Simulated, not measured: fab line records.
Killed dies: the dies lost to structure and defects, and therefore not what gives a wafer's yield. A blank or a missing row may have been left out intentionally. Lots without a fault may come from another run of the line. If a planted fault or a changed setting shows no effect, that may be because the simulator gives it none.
fab line records	flow sky130
record lots=6	wafers=18	lastDay=50
route steps=708 shown POLY_GATE@220 PAD_OPEN@708
lots with no fault: from the same line, run without faults
startH: the number of hours between the record's first day and the start of the first shown wafer of the lot	waitH: how many hours have passed since the lot's step before this one	" unchanged from the row above	L1.1+2: several wafers, shown together as one row	- value missing, or start not given	* or withheld: withheld	< > ~ a bound
route shown NAME@n: a module of which the file shows steps, and the number in the route of the first	usual: the fault-free wafers' mean and standard deviation	same: alike in all rows	chamber/n: place in a boat	sites: per-site readings	_std_site: standard deviation across them	_edge_site: inner sites' mean taken away from outer sites' mean	radiusMm: for every site, how far away it sits from the centre of the wafer	mask NAME#n: copy n	behind: the most recent tool/chamber to have shaped the wafer	hold: the reason the lot was held/the length of the hold in hours/how it ended	device: transistor that didn't switch, given as n, p or np	end of line: at the end of the route, the tests of the same wafers	a step with no rows: only its recipe	killed: dies lost to structure and defects at the first sort, not the wafer's yield	map: shows each die of a wafer: x if killed, . if not, _ if none is there
set.NAME: the setting that was run; set.NAME@STEP: the one run at that earlier step	model.NAME: the simulator's own value behind a step, which no gauge read
a table for each step, a row for each wafer; lots at some steps of the route
services: from which hour (startH, from the record's first day; less than 0 if before it) a tool's chamber was out of use, for how many hours, and why
## steps
# step SKY_POLY_GATE_HMDS_06
# recipe primeTimeS=60	primeTempC=120
# step SKY_POLY_GATE_COAT_07
# recipe resist=BARC	tempC=withheld	timeS=withheld	spinRpm=3000	resistThkNm=110
# step SKY_POLY_GATE_COAT_08
# recipe resist=KrF-thick	spinRpm=3000	resistThkNm=450
# step SKY_POLY_GATE_SOFTBAKE_09
# recipe tempC=101.2	timeS=90	resist=KrF-thick
# step SKY_POLY_GATE_EXPOSE_10
# recipe maskId=P1M	na=0.68	sourceShape=conventional	sigmaOuter=0.6	targetCdNm=150	doseMj=28
# step SKY_POLY_GATE_PEB_11
# recipe pebTempC=withheld	pebTimeS=withheld	resist=KrF-thick
# step SKY_POLY_GATE_DEVELOP_12
# recipe developTimeS=58.71	resist=KrF-thick	devTempC=21
# step SKY_POLY_GATE_CD_MEAS_13
# recipe targetCdNm=150
# usual cdNm=149.9/1.2
lot.wafer	tool	chamber	startH	waitH	cdNm
L232.1	cdSem-01	-	383.50	-	148.5
L232.4	"	-	"	"	149.0
L232.6	"	-	"	"	148.1
L234.1	cdSem-02	-	389.45	-	151.1
L234.5	"	-	"	"	150.9
L234.6	"	-	"	"	150.7
L236.3	cdSem-01	-	398.16	-	148.9
L236.5	"	-	"	"	148.3
L236.6	"	-	"	"	148.0
L238.1	cdSem-01	-	423.05	-	150.7
L238.4	"	-	"	"	151.3
L238.6	"	-	"	"	151.7
L254.2	cdSem-01	-	556.84	-	150.7
L254.4	"	-	"	"	151.5
L254.6	"	-	"	"	152.7
L255.3	cdSem-02	-	571.37	-	150.1
L255.4	"	-	"	"	150.1
L255.5	"	-	"	"	150.2
# step SKY_POLY_GATE_OVL_MEAS_14
# usual POLY_GATE_OVL=-3/6.4
lot.wafer	tool	chamber	startH	waitH	POLY_GATE_OVL[nm]
L232.1	overlay-02	-	383.62	0.1	-10
L232.4	"	-	"	"	-9
L232.6	"	-	"	"	-13
L234.1	overlay-01	-	389.57	0.1	-10
L234.5	"	-	"	"	-12
L234.6	"	-	"	"	-9
L236.3	overlay-01	-	398.25	0.1	-9
L236.5	"	-	"	"	-10
L236.6	"	-	"	"	-5
L238.1	overlay-02	-	423.17	0.1	-4
L238.4	"	-	"	"	-12
L238.6	"	-	"	"	-11
L254.2	overlay-02	-	556.94	0.1	-8
L254.4	"	-	"	"	-5
L254.6	"	-	"	"	-6
L255.3	overlay-02	-	571.46	0.1	-9
L255.4	"	-	"	"	-7
L255.5	"	-	"	"	-12
# step SKY_POLY_GATE_ETCH_15
# recipe chemistry=N2/H2	target=BARC	ionEnergyEv=200	sourceW=500	biasW=100	pressureMtorr=30	n2FlowSccm=100	h2FlowSccm=200	stopOn=SiO2	timeS=118.5	targetDepthA=1100
# usual drypumpMotorCurrentA=5.8/0.55	oesProductAu=0.716/0.0043	throttleValvePct=13.213/0.0094
lot.wafer	tool	chamber	startH	waitH	drypumpMotorCurrentA	oesProductAu	rfHoursCounterH	throttleValvePct
L232.1	rieDiel-01	3	383.66	0.0	5.4	0.704	89	13.206
L232.4	"	1	"	"	4.7	0.724	10	13.213
L232.6	"	0	"	"	6.5	0.715	-	13.216
L234.1	rieDiel-01	0	389.61	0.0	6.5	0.718	1	13.215
L234.5	"	1	"	"	4.7	0.712	-	13.222
L234.6	"	2	"	"	5.3	0.712	-	13.213
L236.3	rieDiel-01	1	398.27	0.0	4.6	0.714	10	13.225
L236.5	"	2	"	"	5.3	0.714	-	13.208
L236.6	"	1	"	"	4.7	0.711	-	13.200
L238.1	rieDiel-04	2	423.21	0.0	6.3	0.719	61	13.225
L238.4	"	0	"	"	5.4	0.718	1	13.220
L238.6	"	3	"	"	6.1	0.719	-	13.221
L254.2	rieDiel-01	3	556.97	0.0	5.4	0.716	0	13.237
L254.4	"	2	"	"	5.3	0.722	11	13.218
L254.6	"	1	"	"	4.7	0.711	-	13.226
L255.3	rieDiel-01	1	571.48	0.0	4.7	0.711	14	13.232
L255.4	"	2	"	"	5.3	0.713	12	13.213
L255.5	"	3	"	"	5.4	0.714	-	13.195
# step SKY_POLY_GATE_ETCH_16
# recipe stopOn=poly-Si	chemistry=CH3F/O2	target=Si3N4	sourceW=400	biasW=80	pressureMtorr=25	ch3fFlowSccm=40	O2_flow_sccm=30	timeS=147.5	targetDepthA=750
# usual drypumpMotorCurrentA=5.8/0.55	oesProductAu=0.641/0.0047	throttleValvePct=10.535/0.0095
lot.wafer	tool	chamber	startH	waitH	drypumpMotorCurrentA	oesProductAu	rfHoursCounterH	throttleValvePct
L232.1	rieDiel-01	3	383.74	0.0	5.4	0.640	89	10.537
L232.4	"	1	"	"	4.7	0.652	10	10.531
L232.6	"	0	"	"	6.5	0.641	-	10.524
L234.1	rieDiel-01	0	389.69	0.0	6.5	0.643	1	10.530
L234.5	"	1	"	"	4.7	0.653	-	10.553
L234.6	"	2	"	"	5.3	0.643	-	10.535
L236.3	rieDiel-01	1	398.36	0.0	4.7	0.644	10	10.546
L236.5	"	2	"	"	5.3	0.644	-	10.553
L236.6	"	1	"	"	4.6	0.642	-	10.551
L238.1	rieDiel-04	2	423.29	0.0	6.3	0.637	62	10.514
L238.4	"	0	"	"	5.4	0.638	1	10.518
L238.6	"	3	"	"	6.1	0.642	-	10.545
L254.2	rieDiel-01	3	557.06	0.0	5.3	0.639	0	10.548
L254.4	"	2	"	"	5.4	0.642	11	10.521
L254.6	"	1	"	"	4.7	0.632	-	10.537
L255.3	rieDiel-01	1	571.57	0.0	4.7	0.630	14	10.522
L255.4	"	2	"	"	5.3	0.640	12	10.542
L255.5	"	3	"	"	5.3	0.636	-	10.536
# step SKY_POLY_GATE_ETCH_17
# recipe targetDepthNm=180	stopOn=SiO2	overEtchFrac=0.56667	chemistry=HBr/Cl2	target=poly-Si	icpW=400	biasW=100	pressureMtorr=10	HBr_flow_sccm=150	Cl2_flow_sccm=50	timeS=70.5
# usual drypumpMotorCurrentA=5.72/0.18	oesProductAu=0.985/0.0091	throttleValvePct=33.686/0.0089
lot.wafer	tool	chamber	startH	waitH	drypumpMotorCurrentA	oesProductAu	rfHoursCounterH	throttleValvePct
L232.1	rieSi-01	2	383.84	0.0	5.72	0.996	0	33.681
L232.4	"	3	"	"	6.02	0.982	1	33.688
L232.6	"	0	"	"	5.71	0.993	-	33.690
L234.1	rieSi-02	1	389.79	0.0	5.92	0.978	3	33.696
L234.5	"	0	"	"	5.44	0.991	-	33.681
L234.6	"	1	"	"	5.96	0.983	-	33.679
L236.3	rieSi-02	2	398.46	0.0	5.54	0.987	45	33.662
L236.5	"	1	"	"	5.96	0.983	-	33.672
L236.6	"	0	"	"	5.48	1.000	-	33.697
L238.1	rieSi-01	3	423.39	0.0	6.00	0.982	2	33.685
L238.4	"	1	"	"	5.63	0.996	59	33.689
L238.6	"	3	"	"	6.00	0.974	-	33.683
L254.2	rieSi-01	0	557.15	0.0	5.70	0.998	29	33.691
L254.4	"	2	"	"	5.72	0.979	1	33.683
L254.6	"	2	"	"	5.72	0.974	-	33.681
L255.3	rieSi-02	1	571.67	0.0	5.98	0.979	4	33.689
L255.4	"	2	"	"	5.53	0.986	0	33.688
L255.5	"	3	"	"	5.68	0.995	-	33.705
# step SKY_POLY_GATE_STRIP_18
# recipe chemistry=O2/N2	powerW=1400	pressureMtorr=1500	platenTempC=withheld	o2FlowSccm=3000	n2FlowSccm=300	overashFraction=0.5
# usual chamberPressureMTorr=1499.8/1.4	drypumpMotorCurrentA=5.3/0.48	oesProductAu=0.360/0.0051	stripTimeToEndpointS=3.15/0.042
lot.wafer	tool	chamber	startH	waitH	chamberPressureMTorr	drypumpMotorCurrentA	oesProductAu	rfHoursCounterH	stripTimeToEndpointS	model.KrF-thick_of_POLY_GATE_COAT_08.thkNm	model.BARC_of_POLY_GATE_COAT_07.thkNm
L232.1	plasmaAsher-04	0	383.90	0.0	1500.2	5.5	0.368	26	3.09	0	0
L232.4	"	0	"	"	1500.5	5.5	0.358	-	3.15	0	0
L232.6	"	1	"	"	1501.1	4.9	0.352	-	3.12	0	0
L234.1	plasmaAsher-04	0	389.85	0.0	1499.2	5.5	0.355	26	3.15	0	0
L234.5	"	0	"	"	1499.6	5.5	0.367	-	3.13	0	0
L234.6	"	1	"	"	1501.2	4.9	0.364	-	3.10	0	0
L236.3	plasmaAsher-02	1	398.54	0.1	1500.6	5.0	0.358	-	3.16	0	0
L236.5	"	1	"	"	1499.6	5.0	0.362	-	3.17	0	0
L236.6	"	0	"	"	1502.6	4.8	0.356	-	3.15	0	0
L238.1	plasmaAsher-01	0	423.45	0.0	1498.4	6.2	0.352	75	3.11	0	0
L238.4	"	0	"	"	1496.8	6.2	0.351	-	3.12	0	0
L238.6	"	1	"	"	1497.8	6.1	0.364	-	3.20	0	0
L254.2	plasmaAsher-01	1	557.21	0.0	-	-	-	-	-	142	110.3
L254.4	"	1	"	"	-	-	-	-	-	138.1	110.5
L254.6	"	1	"	"	-	-	-	-	-	145.2	110.4
L255.3	plasmaAsher-04	1	571.75	0.1	-	-	-	-	-	141.2	110.2
L255.4	"	0	"	"	-	-	-	-	-	135.6	110.4
L255.5	"	0	"	"	-	-	-	-	-	137.9	110.4
# step SKY_POLY_GATE_CLEAN_19
# recipe chemistry=SC1/SC2	mix=1:4:20	tempC=70	timeS=150	dry=n2Spin
# step SKY_PAD_OPEN_PROBE_99
# usual killed_at_M0_to_M3=43/7.1	killed_at_M4_up=3/1.7	killedAtContacts=25/5.6	killedAtFrontEnd=16/4.1	killedAtOther=0.2/0.49	killedDies=87/9.8	killedOnRim=17/3.8	killedOpen=47/7.6	killedShort=40/6.1
# same grossDies=492	killedAtBackSide=0
lot.wafer	tool	chamber	startH	waitH	hold	killed_at_M0_to_M3	killed_at_M4_up	killedAtContacts	killedAtFrontEnd	killedAtOther	killedDies	killedOnRim	killedOpen	killedShort
L232.1	prober-01	-	1085.42	0.1	-	51	6	23	17	1	98	17	57	41
L232.4	prober-01	-	1085.57	0.2	-	40	3	40	19	1	103	17	64	39
L232.6	prober-01	-	1085.67	0.2	-	40	6	28	21	1	96	19	54	42
L234.1	prober-01	-	1090.54	0.1	-	30	1	20	16	0	67	11	39	28
L234.5	prober-01	-	1090.74	0.2	-	37	1	34	9	0	81	14	53	28
L234.6	prober-01	-	1090.79	0.2	-	37	3	29	17	0	86	15	46	40
L236.3	prober-01	-	1093.29	0.2	-	26	2	31	10	0	69	11	39	30
L236.5	prober-01	-	1093.39	0.2	-	35	2	18	18	0	73	13	43	30
L236.6	prober-01	-	1093.44	0.2	-	47	0	31	15	0	93	20	48	45
L238.1	prober-02	-	1111.58	0.1	-	56	2	19	16	0	93	20	54	39
L238.4	prober-02	-	1111.73	0.2	-	48	6	26	11	0	91	12	42	49
L238.6	prober-02	-	1111.83	0.2	-	42	3	21	14	0	80	17	37	43
L254.2	prober-02	-	1192.04	0.1	awaitDispo/2.7h/scrap	37	2	19	434	0	492	96	29	49
L254.4	prober-02	-	1192.14	0.2	awaitDispo/2.7h/scrap	38	3	21	430	0	492	96	42	31
L254.6	prober-02	-	1192.24	0.2	awaitDispo/2.7h/scrap	42	2	15	433	0	492	96	40	33
L255.3	prober-01	-	1198.26	0.2	awaitDispo/6.2h/scrap	49	4	26	412	1	492	96	47	42
L255.4	prober-01	-	1198.31	0.2	awaitDispo/6.2h/scrap	53	4	33	401	1	492	96	61	46
L255.5	prober-01	-	1198.36	0.2	awaitDispo/6.2h/scrap	49	6	23	413	1	492	96	51	43
# killed by level:class
L232.1 CONTACT:geometricParticle:open=12 VIA3:geometricParticle:open=11 METAL2:geometricParticle:short=8 VIA1:geometricParticle:open=7 VIA1:geometricParticle:short=6 FIELD_ISO:geometricParticle:open=5 VIA2:geometricParticle:open=5 METAL4:geometricParticle:short=5
L232.4 CONTACT:geometricParticle:open=14 LI_CONTACT:geometricParticle:open=12 VIA1:geometricParticle:open=8 VIA3:geometricParticle:open=7 LOCAL_INTERCONNECT:geometricParticle:short=7 METAL2:geometricParticle:short=7 VIA2:geometricParticle:open=7 POLY_GATE:geometricParticle:open=6
L232.6 LI_CONTACT:geometricParticle:open=13 VIA1:geometricParticle:open=11 POLY_GATE:geometricParticle:open=8 POLY_GATE:geometricParticle:short=5 VIA1:geometricParticle:short=5 VIA2:geometricParticle:open=5 FIELD_ISO:geometricParticle:open=4 LOCAL_INTERCONNECT:geometricParticle:short=4
L234.1 CONTACT:geometricParticle:open=8 VIA2:geometricParticle:open=7 METAL2:geometricParticle:short=5 VIA1:geometricParticle:open=5 FIELD_ISO:geometricParticle:open=4 LI_CONTACT:geometricParticle:open=4 VIA3:geometricParticle:short=4 FIELD_ISO:geometricParticle:short=3
L234.5 VIA1:geometricParticle:open=12 LI_CONTACT:geometricParticle:open=11 CONTACT:geometricParticle:open=10 VIA3:geometricParticle:open=10 LOCAL_INTERCONNECT:geometricParticle:short=6 CONTACT:geometricParticle:short=5 METAL2:geometricParticle:short=5 FIELD_ISO:geometricParticle:open=3
L234.6 CONTACT:geometricParticle:open=11 VIA1:geometricParticle:open=8 LI_CONTACT:geometricParticle:open=7 VIA3:geometricParticle:open=7 METAL2:geometricParticle:short=6 FIELD_ISO:geometricParticle:short=5 METAL3:geometricParticle:short=5 CONTACT:geometricParticle:short=4
L236.3 CONTACT:geometricParticle:open=10 VIA1:geometricParticle:open=8 LI_CONTACT:geometricParticle:open=7 CONTACT:geometricParticle:short=5 VIA2:geometricParticle:open=5 LOCAL_INTERCONNECT:geometricParticle:short=4 METAL1:geometricParticle:short=4 FIELD_ISO:geometricParticle:short=3
L236.5 LI_CONTACT:geometricParticle:open=10 VIA3:geometricParticle:open=7 VIA2:geometricParticle:open=6 POLY_GATE:geometricParticle:open=5 VIA1:geometricParticle:short=5 VIA1:geometricParticle:open=5 SPACER:geometricParticle:short=4 LOCAL_INTERCONNECT:geometricParticle:short=4
L236.6 VIA1:geometricParticle:open=11 CONTACT:geometricParticle:open=10 LI_CONTACT:geometricParticle:open=9 VIA1:geometricParticle:short=9 VIA3:geometricParticle:short=7 VIA3:geometricParticle:open=5 POLY_GATE:geometricParticle:short=4 POLY_GATE:geometricParticle:open=4
L238.1 VIA1:geometricParticle:open=18 VIA2:geometricParticle:open=9 CONTACT:geometricParticle:short=7 CONTACT:geometricParticle:open=6 VIA3:geometricParticle:open=6 POLY_GATE:geometricParticle:open=5 POLY_GATE:geometricParticle:short=5 VIA2:geometricParticle:short=5
L238.4 VIA1:geometricParticle:open=11 CONTACT:geometricParticle:open=8 LI_CONTACT:geometricParticle:open=6 VIA1:geometricParticle:short=6 METAL2:geometricParticle:short=6 VIA2:geometricParticle:open=6 METAL4:geometricParticle:short=6 METAL3:geometricParticle:short=5
L238.6 VIA1:geometricParticle:open=8 CONTACT:geometricParticle:open=7 VIA3:geometricParticle:open=7 METAL1:geometricParticle:short=6 VIA2:geometricParticle:short=6 POLY_GATE:geometricParticle:short=5 LI_CONTACT:geometricParticle:open=5 CONTACT:geometricParticle:short=5
L254.2 POLY_GATE:areaOxidation=414 POLY_GATE:geometricParticle:short=8 METAL1:geometricParticle:short=7 LI_CONTACT:geometricParticle:open=6 VIA2:geometricParticle:short=5 LOCAL_INTERCONNECT:geometricParticle:short=5 CONTACT:geometricParticle:open=5 VIA1:geometricParticle:short=5
L254.4 POLY_GATE:areaOxidation=419 CONTACT:geometricParticle:open=10 VIA1:geometricParticle:open=7 METAL1:geometricParticle:short=5 METAL2:geometricParticle:short=5 FIELD_ISO:geometricParticle:open=4 POLY_GATE:geometricParticle:open=4 LI_CONTACT:geometricParticle:short=4
L254.6 POLY_GATE:areaOxidation=419 METAL1:geometricParticle:short=8 VIA3:geometricParticle:open=8 METAL2:geometricParticle:short=7 VIA1:geometricParticle:open=7 CONTACT:geometricParticle:open=7 FIELD_ISO:geometricParticle:short=4 VIA1:geometricParticle:short=4
L255.3 POLY_GATE:areaOxidation=403 VIA1:geometricParticle:open=15 CONTACT:geometricParticle:open=11 METAL2:geometricParticle:short=7 LOCAL_INTERCONNECT:geometricParticle:short=6 VIA1:geometricParticle:short=6 LI_CONTACT:geometricParticle:open=5 VIA3:geometricParticle:open=5
L255.4 POLY_GATE:areaOxidation=385 CONTACT:geometricParticle:open=16 VIA1:geometricParticle:open=13 METAL2:geometricParticle:short=7 VIA2:geometricParticle:open=7 VIA3:geometricParticle:open=6 FIELD_ISO:geometricParticle:open=5 LI_CONTACT:geometricParticle:open=5
L255.5 POLY_GATE:areaOxidation=398 VIA1:geometricParticle:open=13 FIELD_ISO:geometricParticle:short=7 VIA3:geometricParticle:open=7 VIA1:geometricParticle:short=6 CONTACT:geometricParticle:open=6 CONTACT:geometricParticle:short=6 LI_CONTACT:geometricParticle:open=5
# map L254.2 (x killed, . not)
__________xxxxxxxxxx_________
________xxxxxxxxxxxxxx_______
______xxxxxxxxxxxxxxxxxx_____
_____xxxxxxxxxxxxxxxxxxxx____
____xxxxxxxxxxxxxxxxxxxxxx___
___xxxxxxxxxxxxxxxxxxxxxxxx__
__xxxxxxxxxxxxxxxxxxxxxxxxxx_
_xxxxxxxxxxxxxxxxxxxxxxxxxxxx
_xxxxxxxxxxxxxxxxxxxxxxxxxxxx
_xxxxxxxxxxxxxxxxxxxxxxxxxxxx
_xxxxxxxxxxxxxxxxxxxxxxxxxxxx
_xxxxxxxxxxxxxxxxxxxxxxxxxxxx
_xxxxxxxxxxxxxxxxxxxxxxxxxxxx
_xxxxxxxxxxxxxxxxxxxxxxxxxxxx
_xxxxxxxxxxxxxxxxxxxxxxxxxxxx
__xxxxxxxxxxxxxxxxxxxxxxxxxx_
___xxxxxxxxxxxxxxxxxxxxxxxx__
____xxxxxxxxxxxxxxxxxxxxxx___
_____xxxxxxxxxxxxxxxxxxxx____
______xxxxxxxxxxxxxxxxxx_____
________xxxxxxxxxxxxxx_______
__________xxxxxxxxxx_________
# map L255.3 (x killed, . not)
__________xxxxxxxxxx_________
________xxxxxxxxxxxxxx_______
______xxxxxxxxxxxxxxxxxx_____
_____xxxxxxxxxxxxxxxxxxxx____
____xxxxxxxxxxxxxxxxxxxxxx___
___xxxxxxxxxxxxxxxxxxxxxxxx__
__xxxxxxxxxxxxxxxxxxxxxxxxxx_
_xxxxxxxxxxxxxxxxxxxxxxxxxxxx
_xxxxxxxxxxxxxxxxxxxxxxxxxxxx
_xxxxxxxxxxxxxxxxxxxxxxxxxxxx
_xxxxxxxxxxxxxxxxxxxxxxxxxxxx
_xxxxxxxxxxxxxxxxxxxxxxxxxxxx
_xxxxxxxxxxxxxxxxxxxxxxxxxxxx
_xxxxxxxxxxxxxxxxxxxxxxxxxxxx
_xxxxxxxxxxxxxxxxxxxxxxxxxxxx
__xxxxxxxxxxxxxxxxxxxxxxxxxx_
___xxxxxxxxxxxxxxxxxxxxxxxx__
____xxxxxxxxxxxxxxxxxxxxxx___
_____xxxxxxxxxxxxxxxxxxxx____
______xxxxxxxxxxxxxxxxxx_____
________xxxxxxxxxxxxxx_______
__________xxxxxxxxxx_________
## services
tool	chamber	startH	hours	kind
rieSi-01	1	360.97	1.3	repair
rieDiel-04	1	376.00	3.0	repair
rieDiel-01	0	397.07	5.0	repair
rieSi-02	3	423.49	5.8	repair
rieSi-02	1	437.76	1.9	repair
rieDiel-04	0	444.45	10.4	repair
rieSi-01	3	453.51	15.9	repair
rieDiel-04	2	460.72	3.5	repair
rieSi-02	0	462.05	-	clean
rieSi-02	0	462.05	15.0	scheduledDown
rieSi-02	0	462.05	15.0	ventCycle
plasmaAsher-01	-	472.60	2.8	pm
rieSi-01	1	481.14	-	clean
rieSi-01	1	481.14	13.3	scheduledDown
rieSi-01	1	481.14	13.3	ventCycle
rieDiel-01	3	520.56	3.5	repair
rieDiel-01	3	524.07	-	clean
rieDiel-01	3	524.07	28.2	scheduledDown
rieDiel-01	3	524.07	28.2	ventCycle
plasmaAsher-01	-	529.24	4.1	repair
rieDiel-04	-	535.27	14.6	pm
rieSi-02	2	537.21	-	clean
rieDiel-01	1	562.78	7.1	repair
rieSi-01	3	564.93	7.2	repair
## key
firstSign step=SKY_POLY_GATE_STRIP_18	reading=toolRecord	direction=missing
effect step=SKY_PAD_OPEN_PROBE_99	reading=killedAtFrontEnd	direction=up	sigmas=99+	usual=16	struck=420
modelEffect step=SKY_POLY_GATE_STRIP_18	value=KrF-thick_of_POLY_GATE_COAT_08.thkNm	without=0	struck=140
moreKillsBornAt SKY_POLY_GATE_OXIDATION_20@furnace-01=1252	SKY_POLY_GATE_OXIDATION_20@furnace-02=1186
metAt SKY_POLY_GATE_STRIP_18
struckWafers L254.2,L254.4,L254.6,L255.3,L255.4,L255.5
laterRowsLeftOut L254.2,L254.4,L254.6,L255.3,L255.4,L255.5
testerLeftOut L254,L255
onsetBetween 423.45 557.21
fault kind=skippedStepWhole	tool=plasmaAsher-01,plasmaAsher-04	chamber=-	onsetH=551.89	steps=SKY_POLY_GATE_STRIP_18	scope=struckLotsOnly
# testerLeftOut: of these lots the tester's yield and bins aren't shown, on N5 and GAA mostly nor the transistor test; their killed dies are dies lost to structure and defects alone, not to doping, threshold or leakage, so they don't give the yield
# laterRowsLeftOut: the simulator's readings of these wafers behind a module that went badly wrong aren't trusted and aren't shown, but for the sort
